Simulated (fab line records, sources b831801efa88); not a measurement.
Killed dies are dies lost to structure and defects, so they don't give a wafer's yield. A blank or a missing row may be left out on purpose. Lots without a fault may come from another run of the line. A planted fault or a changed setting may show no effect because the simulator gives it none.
fab line records | flow gf180mcu
record lots=15 wafers=45 last_day=34
route steps=602 shown HV_LDD@228 PSD@252 CONTACT@290
lots that met no fault: from a run of the same line without faults
start_h: hours from the record's first day to the start of the lot's first wafer shown | wait_h: hours since the lot's step before | " the same as in the row above | L1.1+2: a row that stands for several wafers | - no value, or no start given | * or withheld: withheld | < > ~ a bound
route shown NAME@n: a module of which the file shows steps, and the number in the route of the first | usual: mean/standard deviation of fault-free wafers | same: alike in all rows | chamber/n: place in a boat | sites: the reading at each site | _std_site: their standard deviation | _edge_site: outer sites' mean less inner sites' | radius_mm: how far each site lies from the wafer's centre | mask NAME#n: copy n | behind: the tool/chamber that last shaped the wafer | hold: why the lot was held/for how many hours/how that ended | device: the transistor (n, p or np) that didn't switch | end of line: the same wafers' tests at the end of the route | a step without rows: its recipe alone | killed: dies lost to structure and defects at the first sort, not the wafer's yield | map: a wafer's dies, x killed, . not, _ none there
set.NAME: the setting as run; set.NAME@STEP: as run at that earlier step | model.NAME: the simulator's own value behind a step, which no gauge read
steps of the route over a sample of lots; a table a step, a row a wafer
services: from which hour (start_h, from the record's first day; less than 0 if before it) a tool's chamber was out of use, for how many hours, and why
## steps
# step GF_HV_LDD_RTA_52
# recipe temp_c=1000 time_s=10 ambient=N2
# usual lamp_power_pct=31.7/2.9 wafer_temp_C_max=1003.8/0.86
# columns lot.wafer tool chamber start_h wait_h lamp_power_pct wafer_temp_C_max
L750.1 rtp_anneal-02 0 277.05 0.0 29.0 1003.5
L750.3 " 0 " " 29.0 1002.6
L750.4 " 0 " " 29.0 1003.0
L752.4 rtp_anneal-02 0 290.31 0.0 29.0 1002.6
L752.5 " 0 " " 29.0 1002.9
L752.6 " 0 " " 29.0 1002.6
L753.2 rtp_anneal-01 0 305.19 0.0 34.9 1003.4
L753.3 " 0 " " 34.9 1004.4
L753.5 " 0 " " 34.8 1005.8
L757.1 rtp_anneal-02 0 340.35 0.0 29.1 1004.5
L757.2 " 0 " " 29.1 1003.6
L757.3 " 0 " " 29.0 1003.9
L758.1 rtp_anneal-02 0 343.94 0.0 29.0 1003.4
L758.3 " 0 " " 29.0 1003.6
L758.5 " 0 " " 29.0 1004.8
L759.2 rtp_anneal-02 0 358.89 0.0 29.0 1003.3
L759.4 " 0 " " 29.0 1003.3
L759.5 " 0 " " 29.0 1002.4
L760.4 rtp_anneal-02 0 361.42 0.0 29.0 1003.2
L760.5 " 0 " " 29.1 1004.0
L760.6 " 0 " " 29.0 1002.3
L765.3 rtp_anneal-02 0 397.97 0.0 29.0 1004.0
L765.4 " 0 " " 28.9 1003.6
L765.5 " 0 " " 29.0 1003.0
L766.1 rtp_anneal-02 0 408.39 0.0 29.0 1003.2
L766.2 " 0 " " 29.0 1003.6
L766.6 " 0 " " 29.1 1002.4
L767.2 rtp_anneal-02 0 413.22 0.0 29.0 1005.5
L767.4 " 0 " " 29.0 1003.6
L767.5 " 0 " " 29.0 1003.0
L768.1 rtp_anneal-01 0 421.95 0.0 34.8 1004.2
L768.4 " 0 " " 34.8 1004.5
L768.5 " 0 " " 34.8 1004.4
L769.4 rtp_anneal-02 0 434.78 0.0 29.0 1002.9
L769.5 " 0 " " 29.0 1003.6
L769.6 " 0 " " 29.0 1002.4
L770.1 rtp_anneal-02 0 439.20 0.0 29.0 1002.9
L770.4 " 0 " " 29.0 1004.1
L770.6 " 0 " " 29.0 1003.5
L771.4 rtp_anneal-01 0 444.33 0.0 34.9 1005.8
L771.5 " 0 " " 34.9 1004.5
L771.6 " 0 " " 34.9 1004.7
L773.2 rtp_anneal-01 0 463.10 0.0 34.8 1003.8
L773.3 " 0 " " 34.8 1004.9
L773.4 " 0 " " 34.9 1003.8
# step GF_PSD_EXPOSE_04
# recipe mask_id=Pplus target_cd_nm=400 na=0.6 source_shape=conventional sigma_outer=0.6 dose_mj=140
# usual exposure_dose_mJ_cm2=140.03/0.12 focus_offset_nm=0.1/0.54 reticle_temp_C=22.99/0.1
# columns lot.wafer tool chamber start_h wait_h mask exposure_dose_mJ_cm2 focus_offset_nm reticle_temp_C
L750.1 iline_stepper-01 0 310.71 - Pplus#0 139.86 0.3 22.96
L750.3 " 0 " " Pplus#0 139.92 0.7 22.89
L750.4 " 0 " " Pplus#0 139.67 -0.2 23.06
L752.4 iline_stepper-01 0 324.09 - Pplus#0 140.01 0.1 23.15
L752.5 " 0 " " Pplus#0 139.99 0.2 23.02
L752.6 " 0 " " Pplus#0 139.89 0.0 23.09
L753.2 iline_stepper-01 0 341.05 - Pplus#0 140.25 0.1 22.88
L753.3 " 0 " " Pplus#0 140.14 -0.5 23.01
L753.5 " 0 " " Pplus#0 139.97 -0.1 22.79
L757.1 iline_stepper-02 0 376.66 - Pplus#0 140.06 0.0 23.04
L757.2 " 0 " " Pplus#0 139.87 0.1 23.27
L757.3 " 0 " " Pplus#0 139.90 0.7 22.93
L758.1 iline_stepper-01 - 380.54 - Pplus#0 - - -
L758.3 " - " " Pplus#0 - - -
L758.5 " - " " Pplus#0 - - -
L759.2 iline_stepper-01 - 396.06 - Pplus#0 - - -
L759.4 " - " " Pplus#0 - - -
L759.5 " - " " Pplus#0 - - -
L760.4 iline_stepper-01 - 398.99 - Pplus#0 - - -
L760.5 " - " " Pplus#0 - - -
L760.6 " - " " Pplus#0 - - -
L765.3 iline_stepper-02 0 437.90 - Pplus#0 139.96 -0.1 23.07
L765.4 " 0 " " Pplus#0 140.00 0.4 23.09
L765.5 " 0 " " Pplus#0 140.15 0.4 22.98
L766.1 iline_stepper-02 0 447.71 - Pplus#0 140.16 0.4 22.99
L766.2 " 0 " " Pplus#0 140.27 -1.0 22.90
L766.6 " 0 " " Pplus#0 139.93 0.8 23.08
L767.2 iline_stepper-01 0 452.45 - Pplus#0 139.99 0.1 23.07
L767.4 " 0 " " Pplus#0 139.98 0.1 23.06
L767.5 " 0 " " Pplus#0 139.91 0.1 23.03
L768.1 iline_stepper-02 0 462.58 - Pplus#0 140.07 0.2 23.03
L768.4 " 0 " " Pplus#0 139.75 0.2 23.29
L768.5 " 0 " " Pplus#0 140.01 0.0 23.07
L769.4 iline_stepper-01 0 474.91 - Pplus#0 140.08 0.7 23.04
L769.5 " 0 " " Pplus#0 140.06 0.4 23.04
L769.6 " 0 " " Pplus#0 140.06 0.6 22.93
L770.1 iline_stepper-01 0 478.41 - Pplus#0 140.05 -0.3 23.12
L770.4 " 0 " " Pplus#0 140.02 -0.6 23.01
L770.6 " 0 " " Pplus#0 139.89 -0.7 23.20
L771.4 iline_stepper-01 0 483.97 - Pplus#0 140.18 1.2 23.06
L771.5 " 0 " " Pplus#0 140.28 0.6 23.00
L771.6 " 0 " " Pplus#0 139.92 0.3 23.19
L773.2 iline_stepper-01 0 502.10 - Pplus#0 140.14 0.6 22.98
L773.3 " 0 " " Pplus#0 139.96 1.3 22.83
L773.4 " 0 " " Pplus#0 139.92 -0.2 22.99
# step GF_CONTACT_THK_MEAS_03
# recipe reads=SiO2_of_CONTACT_CVD_02
# usual CONTACT_CVD_02_THK=858/12
# columns lot.wafer tool chamber start_h wait_h CONTACT_CVD_02_THK[nm]
L750.1 film_metro-04 - 344.21 0.0 854
L750.3 " - " " 862
L750.4 " - " " 880
L752.4 film_metro-03 - 358.15 0.0 880
L752.5 " - " " 868
L752.6 " - " " 860
L753.2 film_metro-01 - 375.67 0.0 855
L753.3 " - " " 844
L753.5 " - " " 863
L757.1 film_metro-04 - 412.56 0.0 843
L757.2 " - " " 842
L757.3 " - " " 840
L758.1 film_metro-04 - 417.82 0.0 857
L758.3 " - " " 843
L758.5 " - " " 864
L759.2 film_metro-03 - 434.53 0.0 834
L759.4 " - " " 876
L759.5 " - " " 862
L760.4 film_metro-04 - 437.16 0.0 877
L760.5 " - " " 866
L760.6 " - " " 867
L765.3 film_metro-01 - 476.15 0.1 857
L765.4 " - " " 860
L765.5 " - " " 868
L766.1 film_metro-01 - 486.16 0.0 867
L766.2 " - " " 864
L766.6 " - " " 857
L767.2 film_metro-03 - 491.26 0.0 856
L767.4 " - " " 877
L767.5 " - " " 863
L768.1 film_metro-04 - 500.05 0.0 846
L768.4 " - " " 876
L768.5 " - " " 859
L769.4 film_metro-04 - 512.32 0.0 868
L769.5 " - " " 850
L769.6 " - " " 871
L770.1 film_metro-04 - 515.91 0.0 860
L770.4 " - " " 874
L770.6 " - " " 862
L771.4 film_metro-01 - 522.18 0.0 866
L771.5 " - " " 874
L771.6 " - " " 874
L773.2 film_metro-04 - 538.32 0.0 860
L773.3 " - " " 853
L773.4 " - " " 873
# step GF_CONTACT_CVD_24
# recipe material=W target_thk_nm=300 time_s=90.339 temp_c=400 pressure_torr=40
# usual heater_power_w=811/76
# columns lot.wafer tool chamber start_h wait_h heater_power_w
L750.1 cvd_w-02 1 367.34 0.0 754
L750.3 " 1 " " 772
L750.4 " 0 " " 739
L752.4 cvd_w-02 0 381.77 0.1 776
L752.5 " 0 " " 757
L752.6 " 1 " " 769
L753.2 cvd_w-01 0 400.43 0.0 894
L753.3 " 0 " " 912
L753.5 " 1 " " 873
L757.1 cvd_w-02 1 438.46 0.0 755
L757.2 " 0 " " 728
L757.3 " 1 " " 781
L758.1 cvd_w-02 1 443.28 0.0 734
L758.3 " 1 " " 752
L758.5 " 1 " " 742
L759.2 cvd_w-02 0 460.34 0.0 739
L759.4 " 1 " " 764
L759.5 " 0 " " 719
L760.4 cvd_w-02 0 463.02 0.1 708
L760.5 " 1 " " 748
L760.6 " 0 " " 714
L765.3 cvd_w-02 0 501.61 0.1 722
L765.4 " 1 " " 763
L765.5 " 0 " " 700
L766.1 cvd_w-02 1 510.54 0.0 757
L766.2 " 0 " " 705
L766.6 " 1 " " 764
L767.2 cvd_w-01 1 515.55 0.0 871
L767.4 " 1 " " 901
L767.5 " 0 " " 881
L768.1 cvd_w-01 1 525.19 0.0 877
L768.4 " 0 " " 908
L768.5 " 1 " " 886
L769.4 cvd_w-01 0 536.32 0.1 888
L769.5 " 0 " " 876
L769.6 " 1 " " 882
L770.1 cvd_w-02 1 539.88 0.0 743
L770.4 " 1 " " 749
L770.6 " 1 " " 765
L771.4 cvd_w-02 0 546.22 0.1 715
L771.5 " 1 " " 745
L771.6 " 0 " " 697
L773.2 cvd_w-01 1 561.83 0.0 881
L773.3 " 0 " " 896
L773.4 " 1 " " 884
## services
# columns tool chamber start_h hours kind
cvd_w-01 0 279.55 1.8 repair
iline_stepper-02 - 281.15 1.7 pm
cvd_w-02 - 292.64 6.0 pm
rtp_anneal-01 - 295.45 1.1 pm
iline_stepper-02 - 308.07 8.2 repair
cvd_w-02 0 326.40 1.9 repair
iline_stepper-01 - 334.06 1.7 pm
cvd_w-02 0 343.40 2.1 repair
cvd_w-01 - 354.44 2.8 pm
cvd_w-02 - 390.00 14.0 pm
cvd_w-02 0 390.00 14.0 vent_cycle
cvd_w-02 1 390.00 14.0 vent_cycle
cvd_w-02 0 404.00 - clean
cvd_w-02 1 404.00 - clean
cvd_w-01 - 495.46 6.9 pm
iline_stepper-02 - 499.33 1.7 pm
cvd_w-01 - 506.29 6.0 pm
cvd_w-01 - 514.45 1.0 repair
cvd_w-02 - 535.70 2.8 pm
cvd_w-01 - 539.32 0.8 repair
cvd_w-01 - 544.84 2.8 repair
iline_stepper-02 - 550.45 8.5 repair
iline_stepper-01 - 558.97 1.7 pm
iline_stepper-01 - 561.86 0.6 repair
## key
first_sign step=GF_PSD_EXPOSE_04 reading=tool_record direction=missing
effect none on later readings
met_at GF_PSD_EXPOSE_04
struck_lots L758,L759,L760
sort_left_out L758.1,L758.3,L758.5,L759.2,L759.4,L759.5,L760.4,L760.5,L760.6
tester_left_out L758,L759,L760
not_acting_at GF_HV_LDD_RTA_52,GF_CONTACT_THK_MEAS_03,GF_CONTACT_CVD_24
onset_between 341.05 380.54
fault kind=skipped_step_whole tool=iline_stepper-01 chamber=- onset_h=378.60 steps=GF_PSD_EXPOSE_04 scope=struck_lots_only
# tester_left_out: of these lots the tester's yield and bins aren't shown, on N5 and GAA mostly nor the transistor test; their killed dies are dies lost to structure and defects alone, not to doping, threshold or leakage, so they don't give the yield
# sort_left_out: the simulated sort isn't trusted on such a fault, so these wafers' sort isn't shown, and their yield isn't known
